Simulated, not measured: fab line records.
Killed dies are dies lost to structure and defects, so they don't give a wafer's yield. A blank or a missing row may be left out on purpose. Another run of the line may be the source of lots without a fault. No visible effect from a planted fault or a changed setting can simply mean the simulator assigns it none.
Matching of chambers -- flow gf180mcu -- GF_STI_CMP_25 on cmp-01 has 4 sister chambers
The step polishes, stops on Si3N4, t overpolish 33 s, target thk 524.6 nm. 4 wafers are shown with their chamber, then 8 later ones without.

WAFERS, EACH WITH ITS CHAMBER
wafer,chamber,motor current A (A)
L918.1,2,11.1
L921.5,3,11.5
L924.1,1,10.1
L925.1,0,11.2

WAFERS WITH NO CHAMBER GIVEN
wafer,motor current A (A)
L925.4,12.0
L925.6,11.7
L926.1,10.9
L926.2,12.1
L926.3,11.2
L931.1,11.5
L931.3,11.9
L931.6,11.5

THE CHAMBER EACH PASSED THROUGH
wafer,from the rows above,in truth
L925.4,can't be placed: 3 or 0 or 2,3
L925.6,can't be placed: 3 or 0 or 2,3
L926.1,can't be placed: 2 or 0 or 3 or 1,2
L926.2,can't be placed: 3 or 0 or 2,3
L926.3,can't be placed: 0 or 2 or 3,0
L931.1,can't be placed: 3 or 0 or 2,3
L931.3,can't be placed: 3 or 0 or 2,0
L931.6,can't be placed: 3 or 0 or 2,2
Correct placement for 0 of the 8. From these rows, 8 cannot be placed; in 8 the true chamber is one of the candidates. Placed wrongly: 0.
How it was worked out, from the rows above alone: a wafer's distance from a chamber is the root of the sum, over the readings, of the square of ((its reading less the chamber's mean) divided by the reading's scatter). The wafer belongs to the nearest chamber; if the next one is less than 2 further off, it can't be placed. Each chamber's mean is taken over the wafers shown for it. The scatter (one wafer shown for each chamber): square how far every hidden wafer sits from the nearest shown wafer, average those squares and take the square root.
